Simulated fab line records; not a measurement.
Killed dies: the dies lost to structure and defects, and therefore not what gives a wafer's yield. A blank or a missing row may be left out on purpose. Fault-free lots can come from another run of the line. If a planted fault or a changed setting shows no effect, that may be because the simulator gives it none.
fab line records	flow sfq_line
[record] lots = 6	wafers = 18	last_day = 87
route steps=325 shown I3@137 M4@148 I4@163 JJ@178 M8@325
lots that met no fault: taken from a fault-free run of the same line
start_h: hours from the record's first day to the start of the lot's first wafer shown	wait_h: hours since the lot's step before	" as in the row above	L1.1+2: several wafers, shown together as one row	- no value, or no start given	* or withheld: withheld	< > ~ a bound
route shown NAME@n: names a module that has steps shown in the file, with the first one's number in the route	usual: mean/standard deviation taken from wafers without a fault	same: alike in all rows	chamber/n: place in a boat	sites: per-site readings	_std_site: their standard deviation	_edge_site: the outer-site mean with the inner-site mean subtracted	radius_mm: for every site, how far away it sits from the centre of the wafer	mask NAME#n: copy n	behind: the tool/chamber that last shaped the wafer	hold: why the lot went on hold/how many hours it stayed there/how the hold came to an end	device: names the non-switching transistor (n, p or np)	end of line: the same wafers' tests at the end of the route	where a step has no rows: the recipe by itself	killed: at the first sort, the dies lost to defects and structure; wafer yield is something else	map: shows each die of a wafer: x if killed, . if not, _ if none is there
set.NAME: the run value of the setting; set.NAME@STEP: its run value at that earlier step	model.NAME: the simulator's own value behind a step, which no gauge read
lots at some steps of the route; a table a step, a row a wafer
services: the hour from which a tool's chamber was out of use, counted from the record's first day as start_h (under 0 if before that day), plus the number of hours and why
[[steps]]
[step SFQ_TRILAYER_I3_VIA_LITHO_COAT_090]
[recipe] resist = BARC	spin_rpm = 3000	resist_thk_nm = 62
[step SFQ_TRILAYER_I3_VIA_LITHO_COAT_085]
[recipe] resist = KrF	spin_rpm = 3000	resist_thk_nm = 650
[step SFQ_TRILAYER_I3_VIA_LITHO_SOFTBAKE_089]
[recipe] temp_c = withheld	time_s = withheld	resist = KrF
[step SFQ_TRILAYER_I3_VIA_LITHO_EXPOSE_086]
[recipe] mask_id = I3	na = 0.6	source_shape = conventional	sigma_outer = 0.65	target_cd_nm = 500	dose_mj = 21.3
[step SFQ_TRILAYER_I3_VIA_LITHO_PEB_088]
[recipe] peb_temp_c = 115	peb_time_s = 60	resist = KrF
[step SFQ_TRILAYER_I3_VIA_LITHO_DEVELOP_087]
[recipe] time_s = 60	resist = KrF
[step SFQ_I3_OVL_MEAS_923]
[usual] I3_OVL = -2/4.6
lot.wafer	tool	chamber	start_h	wait_h	I3_OVL[nm]
L369.2	overlay-02	-	1074.45	0.1	5
L369.3	"	-	"	"	1
L369.4	"	-	"	"	0
L372.1	overlay-01	-	1236.62	0.1	-11
L372.3	"	-	"	"	-6
L372.5	"	-	"	"	-7
L378.1	overlay-01	-	1266.62	0.1	-6
L378.2	"	-	"	"	-5
L378.5	"	-	"	"	-2
L380.2	overlay-02	-	1285.83	0.1	3
L380.4	"	-	"	"	-2
L380.5	"	-	"	"	4
L383.1	overlay-02	-	1300.22	0.1	5
L383.4	"	-	"	"	2
L383.5	"	-	"	"	1
L388.1	overlay-02	-	1334.95	0.1	-4
L388.3	"	-	"	"	-7
L388.4	"	-	"	"	-7
[step SFQ_TRILAYER_I3_VIA_BARC_OPEN_VIA_ETCH_121]
[recipe] mask_material = PR	chemistry = O2	target_depth_nm = 125	target = BARC	source_w = 500	bias_w = 80	pressure_mtorr = 30	time_s = 41.7
[usual] drypump_motor_current_A = 5.7/0.49	oes_product_au = 0.686/0.0048
lot.wafer	tool	chamber	start_h	wait_h	drypump_motor_current_A	oes_product_au	rf_hours_counter_h
L369.2	rie_diel-02	2	1074.48	0.0	6.0	0.678	12
L369.3	"	1	"	"	5.0	0.676	6
L369.4	"	1	"	"	5.0	0.693	-
L372.1	rie_diel-02	1	1236.66	0.0	5.0	0.682	9
L372.3	"	0	"	"	5.6	0.693	6
L372.5	"	3	"	"	5.5	0.683	-
L378.1	rie_diel-02	2	1266.66	0.0	6.0	0.688	15
L378.2	"	1	"	"	4.9	0.687	9
L378.5	"	0	"	"	5.6	0.690	-
L380.2	rie_diel-04	2	1285.86	0.0	5.6	0.681	10
L380.4	"	3	"	"	5.4	0.680	14
L380.5	"	1	"	"	6.0	0.697	-
L383.1	rie_diel-02	0	1300.26	0.0	5.7	0.678	7
L383.4	"	3	"	"	5.5	0.688	13
L383.5	"	2	"	"	6.0	0.694	-
L388.1	rie_diel-02	3	1334.99	0.0	5.5	0.680	14
L388.3	"	0	"	"	5.7	0.691	8
L388.4	"	2	"	"	6.0	0.685	16
[step SFQ_TRILAYER_I3_VIA_ETCH_VIA_ETCH_088]
[recipe] target = SiO2	stop_on = Nb	mask_material = PR	taper_deg = 20	chemistry = CHF3	target_depth_nm = 260	source_w = 500	bias_w = 80	pressure_mtorr = 30	time_s = withheld
[step SFQ_TRILAYER_I3_VIA_STRIP_STRIP_089]
[recipe] gas = O2	power_w = 200	platen_temp_c = 40	overash_fraction = 0.65	chemistry = O2	pressure_mtorr = 50
[step SFQ_TRILAYER_I3_VIA_STRIP_SOLV_CLEAN_090]
[recipe] chemistry = NMP	temp_c = 70	time_s = 600
[step SFQ_TRILAYER_M4_DEP_PRE_CLEAN_092]
[recipe] gas = Ar	time_s = 22.5	bias_v = 250
[step SFQ_TRILAYER_M4_DEP_SPUTTER_091]
[recipe] material = Nb	base_pressure_pa = 1.33e-06	chamber_pressure_pa = 0.1333	substrate_temp_c = 20	resputter_cathode_voltage_v = 400	target_thk_nm = 200	power_w = 2000	time_s = 133.3
[usual] cathode_dc_power_W = 2000.0/0.33	throttle_valve_pct = 30.4/1.2
lot.wafer	tool	chamber	start_h	wait_h	cathode_dc_power_W	throttle_valve_pct	model.Nb_of_TRILAYER_M4_DEP_SPUTTER_091.thk_nm
L369.2	pvd_sputter-05	-	1075.61	0.0	1999.8	31.8	202.7
L369.3	"	-	"	"	2000.4	31.0	199.6
L369.4	"	-	"	"	1999.5	29.4	201.4
L372.1	pvd_sputter-04	-	1237.61	0.0	1999.2	32.4	196.3
L372.3	"	-	"	"	2000.2	29.9	194.2
L372.5	"	-	"	"	1999.6	32.7	197.7
L378.1	pvd_sputter-04	-	1267.61	0.0	2000.1	31.3	200.8
L378.2	"	-	"	"	2651.8	29.7	260.7
L378.5	"	-	"	"	2000.3	29.3	198.4
L380.2	pvd_sputter-04	-	1286.81	0.0	2000.4	31.1	200.8
L380.4	"	-	"	"	2000.5	32.7	200.7
L380.5	"	-	"	"	2651.7	29.5	263
L383.1	pvd_sputter-05	-	1301.21	0.0	2000.4	31.9	202
L383.4	"	-	"	"	1999.9	30.4	204
L383.5	"	-	"	"	1999.8	30.7	204
L388.1	pvd_sputter-05	-	1335.94	0.0	1999.4	31.6	199
L388.3	"	-	"	"	2000.4	31.4	195.2
L388.4	"	-	"	"	2000.3	30.4	200.1
[step SFQ_M4_RS_MEAS_924]
[recipe] thk_meas_gauge = four-point-probe	reads = Nb_of_TRILAYER_M4_DEP_SPUTTER_091
[usual] M4_NB_RS = 0.891/0.012
lot.wafer	tool	chamber	start_h	wait_h	M4_NB_RS[ohm/sq]
L369.2	film_metro-04	-	1075.73	0.1	0.877
L369.3	"	-	"	"	0.891
L369.4	"	-	"	"	0.884
L372.1	film_metro-04	-	1237.70	0.0	0.905
L372.3	"	-	"	"	0.917
L372.5	"	-	"	"	0.901
L378.1	film_metro-04	-	1267.70	0.0	0.884
L378.2	"	-	"	"	0.681
L378.5	"	-	"	"	0.896
L380.2	film_metro-04	-	1286.92	0.1	0.884
L380.4	"	-	"	"	0.885
L380.5	"	-	"	"	0.675
L383.1	film_metro-04	-	1301.30	0.0	0.877
L383.4	"	-	"	"	0.871
L383.5	"	-	"	"	0.873
L388.1	film_metro-04	-	1336.03	0.0	0.892
L388.3	"	-	"	"	0.910
L388.4	"	-	"	"	0.890
[step SFQ_TRILAYER_M4_LITHO_COAT_098]
[recipe] resist = BARC	spin_rpm = 3000	resist_thk_nm = 62
[step SFQ_TRILAYER_M4_LITHO_COAT_093]
[recipe] resist = KrF	spin_rpm = 3000	resist_thk_nm = 600
[step SFQ_TRILAYER_M4_LITHO_SOFTBAKE_097]
[recipe] temp_c = withheld	time_s = withheld	resist = KrF
[step SFQ_TRILAYER_M4_LITHO_EXPOSE_094]
[recipe] mask_id = M4	na = 0.6	source_shape = conventional	sigma_outer = 0.65	target_cd_nm = 500	dose_mj = 14.4
[step SFQ_TRILAYER_M4_LITHO_PEB_096]
[recipe] peb_temp_c = 115	peb_time_s = 60	resist = KrF
[step SFQ_TRILAYER_M4_LITHO_DEVELOP_095]
[recipe] time_s = 60	resist = KrF
[step SFQ_M4_OVL_MEAS_926]
[usual] M4_OVL = 1/5.6
lot.wafer	tool	chamber	start_h	wait_h	M4_OVL[nm]
L369.2	overlay-01	-	1213.83	0.1	2
L369.3	"	-	"	"	6
L369.4	"	-	"	"	4
L372.1	overlay-02	-	1247.54	0.1	10
L372.3	"	-	"	"	1
L372.5	"	-	"	"	9
L378.1	overlay-02	-	1271.08	0.1	-7
L378.2	"	-	"	"	5
L378.5	"	-	"	"	-5
L380.2	overlay-01	-	1289.34	0.1	6
L380.4	"	-	"	"	10
L380.5	"	-	"	"	4
L383.1	overlay-01	-	1303.73	0.1	6
L383.4	"	-	"	"	-8
L383.5	"	-	"	"	4
L388.1	overlay-01	-	1462.27	0.1	-4
L388.3	"	-	"	"	-3
L388.4	"	-	"	"	5
[step SFQ_TRILAYER_M4_BARC_OPEN_METAL_ETCH_123]
[recipe] mask_material = PR	chemistry = O2	target_depth_nm = 125	target = BARC	icp_w = 600	bias_w = 80	pressure_mtorr = 10	time_s = 41.7
[usual] drypump_motor_current_A = 5.88/0.2	oes_product_au = 0.684/0.0046
lot.wafer	tool	chamber	start_h	wait_h	drypump_motor_current_A	oes_product_au	rf_hours_counter_h
L369.2	rie_metal-03	1	1213.86	0.0	5.93	0.683	25
L369.3	"	1	"	"	5.95	0.683	-
L369.4	"	0	"	"	5.92	0.683	-
L372.1	rie_metal-02	1	1247.58	0.0	5.79	0.686	94
L372.3	"	1	"	"	5.77	0.679	-
L372.5	"	1	"	"	5.79	0.683	-
L378.1	rie_metal-02	0	1271.11	0.0	5.64	0.689	41
L378.2	"	1	"	"	5.77	0.683	97
L378.5	"	0	"	"	5.64	0.688	-
L380.2	rie_metal-03	1	1289.37	0.0	5.97	0.680	36
L380.4	"	0	"	"	5.93	0.679	-
L380.5	"	1	"	"	5.96	0.681	-
L383.1	rie_metal-03	0	1303.77	0.0	5.95	0.688	123
L383.4	"	1	"	"	5.97	0.696	-
L383.5	"	1	"	"	5.97	0.691	-
L388.1	rie_metal-02	0	1462.31	0.0	5.61	0.679	65
L388.3	"	0	"	"	5.61	0.686	-
L388.4	"	1	"	"	5.71	0.679	-
[step SFQ_TRILAYER_M4_ETCH_METAL_ETCH_096]
[recipe] target = Nb	stop_on = SiO2	mask_material = PR	chemistry = Cl2/Ar	target_depth_nm = 240	icp_w = 600	bias_w = 80	pressure_mtorr = 10	time_s = 120
[usual] drypump_motor_current_A = 5.88/0.2	oes_product_au = 0.894/0.008
lot.wafer	tool	chamber	start_h	wait_h	drypump_motor_current_A	oes_product_au	rf_hours_counter_h
L369.2	rie_metal-03	1	1213.92	0.0	5.95	0.899	25
L369.3	"	1	"	"	5.96	0.895	-
L369.4	"	0	"	"	5.92	0.896	-
L372.1	rie_metal-02	1	1247.64	0.0	5.72	0.887	94
L372.3	"	1	"	"	5.71	0.875	-
L372.5	"	1	"	"	5.72	0.889	-
L378.1	rie_metal-02	0	1271.17	0.0	5.67	0.895	41
L378.2	"	1	"	"	5.74	0.994	97
L378.5	"	0	"	"	5.63	0.895	-
L380.2	rie_metal-03	1	1289.43	0.0	5.96	0.899	36
L380.4	"	0	"	"	5.94	0.896	-
L380.5	"	1	"	"	5.95	1.006	-
L383.1	rie_metal-03	0	1303.83	0.0	5.92	0.901	124
L383.4	"	1	"	"	5.96	0.898	-
L383.5	"	1	"	"	5.94	0.901	-
L388.1	rie_metal-02	0	1462.37	0.0	5.66	0.892	65
L388.3	"	0	"	"	5.63	0.885	-
L388.4	"	1	"	"	5.77	0.901	-
[step SFQ_TRILAYER_M4_STRIP_STRIP_097]
[recipe] gas = O2	power_w = 200	platen_temp_c = 40	overash_fraction = 0.65	chemistry = O2	pressure_mtorr = 50
[usual] drypump_motor_current_A = 5.88/0.2	oes_product_au = 1.000/0.012
lot.wafer	tool	chamber	start_h	wait_h	drypump_motor_current_A	oes_product_au	rf_hours_counter_h
L369.2	rie_metal-03	1	1214.04	0.1	5.98	0.988	25
L369.3	"	1	"	"	5.98	0.998	-
L369.4	"	0	"	"	5.94	0.993	-
L372.1	rie_metal-02	1	1247.77	0.1	5.73	0.984	95
L372.3	"	1	"	"	5.75	0.987	-
L372.5	"	1	"	"	5.74	0.994	-
L378.1	rie_metal-02	0	1271.30	0.1	5.63	1.028	41
L378.2	"	1	"	"	5.73	0.992	98
L378.5	"	0	"	"	5.63	1.015	-
L380.2	rie_metal-03	1	1289.55	0.1	5.95	0.990	36
L380.4	"	0	"	"	5.93	0.990	-
L380.5	"	1	"	"	5.96	0.999	-
L383.1	rie_metal-03	0	1303.95	0.1	5.94	0.996	124
L383.4	"	1	"	"	5.97	1.009	-
L383.5	"	1	"	"	5.95	1.009	-
L388.1	rie_metal-02	0	1462.50	0.1	5.63	1.012	66
L388.3	"	0	"	"	5.65	1.004	-
L388.4	"	1	"	"	5.73	0.993	-
[step SFQ_TRILAYER_M4_STRIP_SOLV_CLEAN_098]
[recipe] chemistry = NMP	temp_c = 70	time_s = 600
[step SFQ_TRILAYER_I4_DEP_PECVD_099]
[recipe] material = SiO2	temp_c = 150	time_s = 111.11	pressure_torr = 2.4	rf_w = 183.3	precursor = SiH4/N2O	target_thk_nm = 500
[step SFQ_TRILAYER_I4_CMP_CMP_100]
[recipe] material = SiO2	down_force_psi = 3	platen_rpm = 60	pad_velocity_m_s = 0.94248
[step SFQ_I4_BOW_MEAS_927]
[recipe] mode = bow
[usual] I4_BOW = 2/9
lot.wafer	tool	chamber	start_h	wait_h	I4_BOW[um]
L369.2	film_metro-01	-	1217.91	1.5	-2
L369.3	"	-	"	"	-10
L369.4	"	-	"	"	-16
L372.1	film_metro-01	-	1260.16	1.5	8
L372.3	"	-	"	"	-11
L372.5	"	-	"	"	-3
L378.1	film_metro-04	-	1277.40	2.5	13
L378.2	"	-	"	"	-12
L378.5	"	-	"	"	8
L380.2	film_metro-04	-	1293.43	1.5	7
L380.4	"	-	"	"	1
L380.5	"	-	"	"	14
L383.1	film_metro-01	-	1307.81	2.5	2
L383.4	"	-	"	"	0
L383.5	"	-	"	"	9
L388.1	film_metro-03	-	1466.35	2.0	-5
L388.3	"	-	"	"	2
L388.4	"	-	"	"	4
[step SFQ_TRILAYER_I4_METRO_MEASURE_101]
[step SFQ_TRILAYER_I4_VIA_LITHO_COAT_108]
[recipe] resist = BARC	spin_rpm = 3000	resist_thk_nm = 62
[step SFQ_TRILAYER_I4_VIA_LITHO_COAT_103]
[recipe] resist = KrF	spin_rpm = 3000	resist_thk_nm = 650
[step SFQ_TRILAYER_I4_VIA_LITHO_SOFTBAKE_107]
[recipe] temp_c = withheld	time_s = withheld	resist = KrF
[step SFQ_TRILAYER_I4_VIA_LITHO_EXPOSE_104]
[recipe] mask_id = I4	na = 0.6	source_shape = conventional	sigma_outer = 0.65	target_cd_nm = 700	dose_mj = 21.3
[step SFQ_TRILAYER_I4_VIA_LITHO_PEB_106]
[recipe] peb_temp_c = 115	peb_time_s = 60	resist = KrF
[step SFQ_TRILAYER_I4_VIA_LITHO_DEVELOP_105]
[recipe] time_s = 60	resist = KrF
[step SFQ_I4_OVL_MEAS_928]
[usual] I4_OVL = -2/5.5
lot.wafer	tool	chamber	start_h	wait_h	I4_OVL[nm]
L369.2	overlay-01	-	1343.36	0.1	0
L369.3	"	-	"	"	-6
L369.4	"	-	"	"	0
L372.1	overlay-02	-	1386.67	0.1	-12
L372.3	"	-	"	"	-14
L372.5	"	-	"	"	-14
L378.1	overlay-02	-	1404.67	0.1	-7
L378.2	"	-	"	"	-6
L378.5	"	-	"	"	3
L380.2	overlay-01	-	1421.48	0.1	8
L380.4	"	-	"	"	3
L380.5	"	-	"	"	2
L383.1	overlay-02	-	1428.85	0.1	-9
L383.4	"	-	"	"	-14
L383.5	"	-	"	"	-10
L388.1	overlay-01	-	1470.18	0.1	-3
L388.3	"	-	"	"	-1
L388.4	"	-	"	"	-12
[step SFQ_TRILAYER_I4_VIA_BARC_OPEN_VIA_ETCH_146]
[recipe] mask_material = PR	chemistry = O2	target_depth_nm = 125	target = BARC	source_w = 500	bias_w = 80	pressure_mtorr = 30	time_s = 41.7
[usual] drypump_motor_current_A = 5.6/0.34	oes_product_au = 0.684/0.0044
lot.wafer	tool	chamber	start_h	wait_h	drypump_motor_current_A	oes_product_au	rf_hours_counter_h
L369.2	rie_diel-02	0	1343.39	0.0	5.6	0.692	8
L369.3	"	3	"	"	5.5	0.681	14
L369.4	"	2	"	"	6.0	0.686	16
L372.1	rie_diel-01	2	1386.71	0.0	6.0	0.687	1
L372.3	"	0	"	"	5.8	0.673	10
L372.5	"	3	"	"	5.2	0.684	-
L378.1	rie_diel-02	2	1404.71	0.0	6.0	0.678	17
L378.2	"	0	"	"	5.6	0.684	9
L378.5	"	0	"	"	5.7	0.686	-
L380.2	rie_diel-04	3	1421.51	0.0	5.4	0.684	17
L380.4	"	2	"	"	5.6	0.679	12
L380.5	"	2	"	"	5.6	0.682	-
L383.1	rie_diel-04	0	1428.89	0.0	5.3	0.683	15
L383.4	"	3	"	"	5.4	0.684	17
L383.5	"	3	"	"	5.4	0.685	-
L388.1	rie_diel-04	3	1470.22	0.0	5.4	0.687	18
L388.3	"	0	"	"	5.3	0.681	15
L388.4	"	1	"	"	6.0	0.693	17
[step SFQ_TRILAYER_I4_VIA_ETCH_VIA_ETCH_106]
[recipe] target = SiO2	stop_on = Nb	mask_material = PR	taper_deg = 20	chemistry = CHF3	target_depth_nm = 260	source_w = 500	bias_w = 80	pressure_mtorr = 30	time_s = withheld
[usual] drypump_motor_current_A = 5.6/0.34	oes_product_au = 0.856/0.0051
lot.wafer	tool	chamber	start_h	wait_h	drypump_motor_current_A	oes_product_au
L369.2	rie_diel-02	0	1343.43	0.0	5.6	0.852
L369.3	"	3	"	"	5.6	0.855
L369.4	"	2	"	"	6.0	0.846
L372.1	rie_diel-01	2	1386.75	0.0	6.0	0.855
L372.3	"	0	"	"	5.8	0.861
L372.5	"	3	"	"	5.2	0.851
L378.1	rie_diel-02	2	1404.75	0.0	6.0	0.850
L378.2	"	0	"	"	5.6	0.862
L378.5	"	0	"	"	5.6	0.855
L380.2	rie_diel-04	3	1421.55	0.0	5.4	0.854
L380.4	"	2	"	"	5.6	0.859
L380.5	"	2	"	"	5.6	0.849
L383.1	rie_diel-04	0	1428.93	0.0	5.3	0.848
L383.4	"	3	"	"	5.4	0.857
L383.5	"	3	"	"	5.4	0.853
L388.1	rie_diel-04	3	1470.26	0.0	5.4	0.853
L388.3	"	0	"	"	5.3	0.854
L388.4	"	1	"	"	6.0	0.865
[step SFQ_TRILAYER_I4_VIA_STRIP_STRIP_107]
[recipe] gas = O2	power_w = 200	platen_temp_c = 40	overash_fraction = 0.65	chemistry = O2	pressure_mtorr = 50
[step SFQ_TRILAYER_I4_VIA_STRIP_SOLV_CLEAN_108]
[recipe] chemistry = NMP	temp_c = 70	time_s = 600
[step SFQ_TRILAYER_JJ_TRILAYER_DEP_PRE_CLEAN_113]
[recipe] gas = Ar	time_s = 22.5	bias_v = 250
[step SFQ_M8_BOW_MEAS_951]
[recipe] mode = bow
[usual] M8_BOW = 4/13
lot.wafer	tool	chamber	start_h	wait_h	M8_BOW[um]	model.etest.m4.comb_log10_ohm	model.etest.m4.ohm_sq
L369.2	film_metro-01	-	1924.72	0.0	-7	12	0.8777
L369.3	"	-	"	"	-14	12	0.8914
L369.4	"	-	"	"	-21	12	0.8832
L372.1	film_metro-04	-	2011.67	0.0	5	12	0.9064
L372.3	"	-	"	"	-14	12	0.916
L372.5	"	-	"	"	-7	12	0.9001
L378.1	film_metro-04	-	2029.41	0.0	0	12	0.886
L378.2	"	-	"	"	-23	0	0.6826
L378.5	"	-	"	"	-4	12	0.8968
L380.2	film_metro-04	-	2035.43	0.0	17	12	0.8861
L380.4	"	-	"	"	10	12	0.8864
L380.5	"	-	"	"	23	0	0.6764
L383.1	film_metro-01	-	2050.77	0.0	11	12	0.8806
L383.4	"	-	"	"	9	12	0.8722
L383.5	"	-	"	"	18	12	0.8723
L388.1	film_metro-04	-	2085.61	0.0	-7	12	0.8938
L388.3	"	-	"	"	-1	12	0.9116
L388.4	"	-	"	"	3	12	0.8891
[[services]]
tool	chamber	start_h	hours	kind
rie_diel-02	3	1055.53	20.1	repair
rie_diel-04	1	1071.73	5.2	repair
rie_diel-04	-	1076.52	2.8	pm
rie_diel-04	3	1091.59	14.1	repair
rie_diel-04	-	1094.45	0.1	repair
rie_metal-03	0	1098.19	3.3	repair
rie_metal-02	-	1104.41	0.8	repair
rie_metal-03	-	1108.47	14.6	pm
rie_metal-03	-	1139.38	0.2	repair
rie_diel-04	-	1152.28	28.1	pm
rie_metal-03	1	1152.56	6.7	repair
rie_metal-03	0	1203.73	9.7	repair
rie_diel-04	0	1221.64	16.0	repair
rie_metal-03	-	1230.80	2.0	repair
rie_diel-04	3	1247.00	8.3	repair
rie_diel-02	3	1267.74	6.2	repair
rie_metal-02	0	1309.85	4.2	repair
rie_metal-02	-	1323.88	0.4	repair
rie_metal-03	-	1342.63	28.1	pm
rie_diel-02	3	1360.64	5.5	repair
rie_diel-02	2	1362.97	12.6	repair
rie_diel-02	2	1378.47	22.3	repair
rie_diel-02	3	1393.84	6.9	repair
rie_metal-02	-	1437.83	1.4	pm
[[key]]
[first_sign] step = SFQ_TRILAYER_M4_DEP_SPUTTER_091	reading = cathode_dc_power_W	direction = up	sigmas = 99+	usual = 2000.0	struck = 2651.7
[effect] step = SFQ_M4_RS_MEAS_924	reading = M4_NB_RS	direction = down	sigmas = 17	usual = 0.891	struck = 0.678
[effect] step = SFQ_TRILAYER_M4_ETCH_METAL_ETCH_096	reading = oes_product_au	direction = up	sigmas = 13	usual = 0.894	struck = 1.000
[model_effect] step = SFQ_TRILAYER_M4_DEP_SPUTTER_091	value = Nb_of_TRILAYER_M4_DEP_SPUTTER_091.thk_nm	without = 196.7	struck = 261.8
[model_effect] step = SFQ_M8_BOW_MEAS_951	value = etest.m4.comb_log10_ohm	without = 12	struck = 0
met_at SFQ_TRILAYER_M4_DEP_SPUTTER_091
struck_wafers L378.2,L380.5
onset_between 1237.61 1267.61
[fault] kind = process_parameter_drift	tool = pvd_sputter-04	chamber = -	onset_h = 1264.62	steps = SFQ_TRILAYER_M4_DEP_SPUTTER_091	channel = power_w	offset = 651.7	shape = step	end_h = 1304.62	acts_in = these_recipes_only	stated = 2000	scope = struck_wafers_only
